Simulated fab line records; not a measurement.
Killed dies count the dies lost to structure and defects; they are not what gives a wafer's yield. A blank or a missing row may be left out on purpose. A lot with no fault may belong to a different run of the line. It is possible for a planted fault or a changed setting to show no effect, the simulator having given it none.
Which tool is to blame? ; flow sky130 ; 13 lots with 39 wafers sampled at 4 steps, on a route of 708 steps

WHAT THE GAUGES SHOWED, per wafer
SKY_NWELL_OVL_MEAS_10.
lot;measured;on;NWELL_00_OVL (nm)
L573;day 5 05:14;overlay-02;1.0 0.5 -1.3
L575;day 5 17:58;overlay-01;-1.2 0.8 -0.9
L576;day 6 00:29;overlay-01;-0.1 -1.9 -0.5
L577;day 6 05:20;overlay-01;0.3 0.0 -1.3
L578;day 6 10:35;overlay-01;-2.4 -3.2 -1.6
L579;day 6 18:11;overlay-01;1.7 0.7 -0.5
L580;day 7 03:32;overlay-02;-0.9 0.0 0.4
L581;day 7 04:11;overlay-01;-1.2 -1.1 -0.3
L586;day 8 11:53;overlay-01;-1.8 -2.2 -0.6
L587;day 8 22:51;overlay-01;2.6 2.1 2.5
L588;day 8 23:05;overlay-02;-1.0 -1.3 -1.0
L591;day 9 16:19;overlay-01;0.9 2.3 0.9
L593;day 10 02:17;overlay-01;1.3 0.0 1.2

SKY_VT_ADJUST_HVTP_OVL_MEAS_08.
lot;measured;on;VT_ADJUST_HVTP_OVL (nm)
L573;day 6 18:37;overlay-01;0.4 -0.9 0.5
L575;day 7 09:46;overlay-02;0.1 1.7 2.0
L576;day 7 15:46;overlay-02;-0.9 -3.7 -2.8
L577;day 7 22:19;overlay-01;1.9 1.2 1.7
L578;day 8 02:43;overlay-01;-2.4 0.4 -1.0
L579;day 8 11:29;overlay-02;0.6 -1.1 0.5
L580;day 8 21:58;overlay-02;0.9 0.6 0.3
L581;day 8 22:16;overlay-02;-0.5 -1.0 0.9
L586;day 10 08:37;overlay-01;-0.6 0.9 -1.7
L587;day 10 23:17;overlay-02;-2.6 -1.6 -1.4
L588;day 10 19:31;overlay-01;-1.8 0.7 -0.1
L591;day 11 14:52;overlay-02;2.8 1.8 3.0
L593;day 12 04:14;overlay-02;-0.3 0.5 0.1

WHICH TOOL RAN EACH LOT (tool, then ch and the chambers of the sampled wafers, then the start)
lot;SKY_FIELD_ISO_CMP_27;SKY_NWELL_IMPLANT_24
L573;cmp-01 ch 2,3, day 3 01:57;implanter-04 ch 0, day 6 00:05
L575;cmp-01 ch 1,3, day 3 10:51;implanter-04 ch 0, day 6 13:46
L576;cmp-01 ch 0,1, day 3 17:35;implanter-04 ch 0, day 6 19:14
L577;cmp-01 ch 0,1,2, day 3 21:44;implanter-02 ch 0, day 7 01:16
L578;cmp-02 ch 0,1,2, day 4 02:40;implanter-04 ch 0, day 7 06:03
L579;cmp-01 ch 0,1, day 4 08:20;implanter-04 ch 0, day 7 14:14
L580;cmp-01 ch 1,2, day 4 13:53;implanter-04 ch 0, day 7 23:56
L581;cmp-01 ch 0,2,3, day 4 19:34;implanter-02 ch 0, day 8 00:46
L586;cmp-01 ch 0,1,3, day 5 22:28;implanter-04 ch 0, day 9 09:43
L587;cmp-02 ch 2,3, day 6 05:47;implanter-04 ch 0, day 10 00:08
L588;cmp-01 ch 0,1,2, day 6 06:23;implanter-02 ch 0, day 9 20:40
L591;cmp-01 ch 2,3, day 6 21:21;implanter-04 ch 0, day 10 15:07
L593;cmp-02 ch 0,2, day 7 09:08;implanter-01 ch 0, day 11 03:08
- SKY_FIELD_ISO_CMP_27: polishes, stops on Si3N4, t overpolish 16 s, target thk 457.8 nm.
- SKY_NWELL_IMPLANT_24

WHAT THE TOOLS THEMSELVES READ (means of the sampled wafers that have a number; where no wafer has one, the mark that the record gives instead)
SKY_FIELD_ISO_CMP_27.
lot;tool;motor_current_A (A);overpolish_run_s (s);time_to_endpoint_s (s)
L573;cmp-01;12.6;16.005;106
L575;cmp-01;12.3;15.996;111
L576;cmp-01;11.4;16.008;110
L577;cmp-01;11.9;16.008;111
L578;cmp-02;13.3;15.998;109
L579;cmp-01;11.0;15.999;113
L580;cmp-01;12.0;16.004;114
L581;cmp-01;11.9;15.993;112
L586;cmp-01;11.3;16.000;110
L587;cmp-02;12.7;16.001;109
L588;cmp-01;12.2;16.004;112
L591;cmp-01;12.3;15.992;116
L593;cmp-02;14.0;16.005;108

SKY_NWELL_IMPLANT_24.
lot;tool;dose_ions_cm2;faraday_current_uA
L573;implanter-04;9.197e+12;50.9
L575;implanter-04;9.196e+12;50.9
L576;implanter-04;9.201e+12;52.4
L577;implanter-02;9.196e+12;50.8
L578;implanter-04;9.190e+12;51.5
L579;implanter-04;9.196e+12;50.6
L580;implanter-04;9.188e+12;52.5
L581;implanter-02;9.199e+12;51.3
L586;implanter-04;9.200e+12;52.3
L587;implanter-04;9.020e+12;50.3
L588;implanter-02;9.194e+12;52.2
L591;implanter-04;9.021e+12;51.1
L593;implanter-01;9.206e+12;51.4

THE ANSWER, worked out from the rows above alone
Rule: usual is defined by the lots themselves. The widest of any qualifying gaps counts: lots, ordered by their means at a reading, are off when they make up no more than a third of the lots, leave a main group of 4 or more, and stand apart from it by 3 or more times the standard deviation of that group's means. If all means in a main group match to the digits the tables above print for the reading, that group is not used. Also off: a lot with no number at a reading for which 4 or more lots have one. The other lots that the step has rows for count as sound. After the gauges, taken in route order, come the tools' own readings; for these a lot's mean is taken, as printed above. The first step at which some lot is off is used, and at that step the reading that is off furthest; a lot without a number counts as furthest.
Off, at SKY_NWELL_IMPLANT_24 on dose_ions_cm2: L587, L591. Mean 9.197e+12 and standard deviation 4.8e+09 in the main group.
A tool fits if, at that step or a process step before it, it ran every lot that is off, and no sound lot after the first of them. One fits: SKY_NWELL_IMPLANT_24 on implanter-04. Its last sound lot is L586 (day 9 09:43), its first lot that is off L587 (day 10 00:08): a fault that began between those two fits.
The tool's own readings at SKY_NWELL_IMPLANT_24 bear it out: on the lots that are off they differ by more than 5 times the standard deviation of the sound lots' means. dose_ions_cm2 reads 9.020e+12 there against 9.197e+12 on the sound lots.

WHAT HAD BEEN PUT IN BY THE SIMULATOR
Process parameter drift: implanter-04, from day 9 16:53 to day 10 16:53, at SKY_NWELL_IMPLANT_24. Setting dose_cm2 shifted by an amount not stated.
Struck lots among those shown: L587, L591. Same finding as the rule above.
